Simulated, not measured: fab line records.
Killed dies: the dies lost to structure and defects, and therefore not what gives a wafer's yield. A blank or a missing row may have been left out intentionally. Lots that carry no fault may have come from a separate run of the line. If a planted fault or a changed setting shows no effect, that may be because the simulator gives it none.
Which of the tools did it? + flow gf180mcu + Sampling: 13 lots, 39 wafers, 5 of 602 route steps

== WHAT THE GAUGES SHOWED, per wafer ==
GF_HV_LDD_TW_MEAS_11. Usual: HV_LDD_TW gives 2413 (standard deviation 34).
| lot  | measured     | on            | HV_LDD_TW      | flag |
|------|--------------|---------------|----------------|------|
| L862 | day 10 07:44 | film-metro-03 | 2373 2388 2393 |      |
| L864 | day 10 18:30 | film-metro-01 | 2384 2392 2383 |      |
| L866 | day 11 10:33 | film-metro-04 | 2441 2440 2453 |      |
| L867 | day 12 00:46 | film-metro-04 | 2460 2444 2442 |      |
| L871 | day 13 11:19 | film-metro-04 | 2460 2458 2446 |      |
| L878 | day 15 09:55 | film-metro-01 | 2379 2382 2398 |      |
| L877 | day 15 11:10 | film-metro-01 | 2389 2392 2378 |      |
| L879 | day 15 14:31 | film-metro-01 | 2395 2390 2369 |      |
| L880 | day 16 01:35 | film-metro-04 | 2469 2451 2458 |      |
| L881 | day 16 01:38 | film-metro-01 | 2379 2373 2382 |      |
| L882 | day 16 15:29 | film-metro-01 | 2382 2377 2376 |      |
| L883 | day 16 23:09 | film-metro-04 | 2449 2448 2463 |      |
| L884 | day 17 00:32 | film-metro-03 | 2384 2400 2380 |      |

GF_HV_LDD_TW_MEAS_50. Usual: HV_LDD_4_TW gives 568 (standard deviation 8.1).
| lot  | measured     | on            | HV_LDD_4_TW | flag |
|------|--------------|---------------|-------------|------|
| L862 | day 12 17:11 | film-metro-04 | 582 579 576 |      |
| L864 | day 13 05:16 | film-metro-01 | 566 565 563 |      |
| L866 | day 13 22:10 | film-metro-03 | 560 560 560 |      |
| L867 | day 14 14:31 | film-metro-03 | 564 560 559 |      |
| L871 | day 16 03:47 | film-metro-01 | 562 562 564 |      |
| L878 | day 18 08:33 | film-metro-04 | 581 581 581 |      |
| L877 | day 18 08:47 | film-metro-01 | 564 561 565 |      |
| L879 | day 18 12:26 | film-metro-04 | 580 578 578 |      |
| L880 | day 18 23:08 | film-metro-01 | 565 567 566 |      |
| L881 | day 18 23:34 | film-metro-04 | 580 575 576 |      |
| L882 | day 19 15:29 | film-metro-04 | 576 578 578 |      |
| L883 | day 19 23:27 | film-metro-04 | 577 576 578 |      |
| L884 | day 20 00:50 | film-metro-04 | 581 580 580 |      |

GF_SAB_THK_MEAS_01. Usual: SAB_CVD_00_THK gives 50.0 nm (standard deviation 0.68).
| lot  | measured     | on            | SAB_CVD_00_THK (nm) | flag |
|------|--------------|---------------|---------------------|------|
| L862 | day 14 16:43 | film-metro-04 | 48.5 49.0 49.8      |      |
| L864 | day 15 02:25 | film-metro-03 | 50.8 50.7 50.1      |      |
| L866 | day 15 21:31 | film-metro-04 | 50.9 50.7 50.7      |      |
| L867 | day 16 14:25 | film-metro-03 | 50.1 50.4 49.8      |      |
| L871 | day 18 05:41 | film-metro-03 | 49.3 50.3 21.8      | OFF  |
| L878 | day 20 12:22 | film-metro-04 | 51.2 51.3 50.8      |      |
| L877 | day 20 15:40 | film-metro-02 | 49.3 48.7 50.2      |      |
| L879 | day 20 15:52 | film-metro-02 | 49.7 51.0 50.1      |      |
| L880 | day 21 04:34 | film-metro-03 | 49.4 50.8 50.3      |      |
| L881 | day 21 05:50 | film-metro-04 | 50.2 51.0 51.0      |      |
| L882 | day 21 19:31 | film-metro-02 | 50.4 50.6 51.5      |      |
| L883 | day 22 03:22 | film-metro-03 | 49.2 49.7 50.1      |      |
| L884 | day 22 04:35 | film-metro-02 | 49.1 49.3 49.6      |      |

GF_CONTACT_BOW_MEAS_05. Usual: CONTACT_BOW gives 65 um (standard deviation 7).
| lot  | measured     | on            | CONTACT_BOW (um) | flag |
|------|--------------|---------------|------------------|------|
| L862 | day 15 15:06 | film-metro-03 | 63 66 64         |      |
| L864 | day 16 01:14 | film-metro-01 | 58 61 67         |      |
| L866 | day 16 22:15 | film-metro-01 | 61 68 73         |      |
| L867 | day 17 14:38 | film-metro-01 | 66 57 65         |      |
| L871 | day 19 07:15 | film-metro-01 | 73 76 77         |      |
| L878 | day 21 13:34 | film-metro-01 | 54 62 71         |      |
| L877 | day 21 17:10 | film-metro-04 | 62 48 69         |      |
| L879 | day 21 17:49 | film-metro-04 | 63 64 65         |      |
| L880 | day 22 05:24 | film-metro-04 | 69 63 69         |      |
| L881 | day 22 05:55 | film-metro-04 | 61 74 73         |      |
| L882 | day 22 20:34 | film-metro-03 | 66 66 51         |      |
| L883 | day 23 03:34 | film-metro-01 | 58 68 61         |      |
| L884 | day 23 04:43 | film-metro-03 | 64 68 52         |      |

== EACH LOT AND THE TOOL THAT RAN IT (in order: tool; ch and the chambers of the sampled wafers; start) ==
| lot  | GF_SAB_CVD_00                   |
|------|---------------------------------|
| L862 | pecvd-04 ch 0,1, day 14 16:41   |
| L864 | pecvd-03 ch 0,1,2, day 15 02:22 |
| L866 | pecvd-03 ch 0,1,2, day 15 21:29 |
| L867 | pecvd-03 ch 0,1,2, day 16 14:22 |
| L871 | pecvd-04 ch 0,1, day 18 05:40   |
| L878 | pecvd-03 ch 0,1,2, day 20 12:20 |
| L877 | pecvd-01 ch 0,1, day 20 15:39   |
| L879 | pecvd-04 ch 0,2, day 20 15:49   |
| L880 | pecvd-04 ch 0,2, day 21 04:33   |
| L881 | pecvd-03 ch 0,1, day 21 05:49   |
| L882 | pecvd-03 ch 0,1,2, day 21 19:29 |
| L883 | pecvd-04 ch 1,2, day 22 03:19   |
| L884 | pecvd-01 ch 1,2, day 22 04:24   |
- GF_SAB_CVD_00: deposits SiO2 from TEOS, target thk 50 nm, time 4.9302 s.

== WHAT THE TOOLS THEMSELVES READ (means of the sampled wafers that have a number; where no wafer has one, the mark that the record gives instead) ==
GF_SAB_CVD_00. Usual: 679 W for heater-power-w, sd 120.
| lot  | tool     | heater-power-w (W) | flag |
|------|----------|--------------------|------|
| L862 | pecvd-04 | 611                |      |
| L864 | pecvd-03 | 727                |      |
| L866 | pecvd-03 | 714                |      |
| L867 | pecvd-03 | 715                |      |
| L871 | pecvd-04 | 651                |      |
| L878 | pecvd-03 | 683                |      |
| L877 | pecvd-01 | 628                |      |
| L879 | pecvd-04 | 639                |      |
| L880 | pecvd-04 | 667                |      |
| L881 | pecvd-03 | 788                |      |
| L882 | pecvd-03 | 741                |      |
| L883 | pecvd-04 | 663                |      |
| L884 | pecvd-01 | 643                |      |

== THE ANSWER, worked out from the rows above alone ==
Rule: a lot counts as off when the mean over its wafers that have a number is more than 3 standard deviations away from the usual mean. Also off: a lot with no number at a reading for which 4 or more lots have one. Any other lot the step has rows for is counted as sound. First the gauges in route order, then the tools' own readings, where a lot's mean is used as printed above. The first step at which some lot is off is used, and at that step the reading that is off furthest; a lot without a number counts as furthest.
Off: L871, seen at GF_SAB_THK_MEAS_01 (SAB_CVD_00_THK).
If a tool, at a process step before that reading, ran all the lots that are off and no sound lot after the first of them, it fits. The gauges at GF_SAB_THK_MEAS_01 are tried like those tools. Not one of the candidates tried fits.

== WHAT HAD BEEN PUT IN BY THE SIMULATOR ==
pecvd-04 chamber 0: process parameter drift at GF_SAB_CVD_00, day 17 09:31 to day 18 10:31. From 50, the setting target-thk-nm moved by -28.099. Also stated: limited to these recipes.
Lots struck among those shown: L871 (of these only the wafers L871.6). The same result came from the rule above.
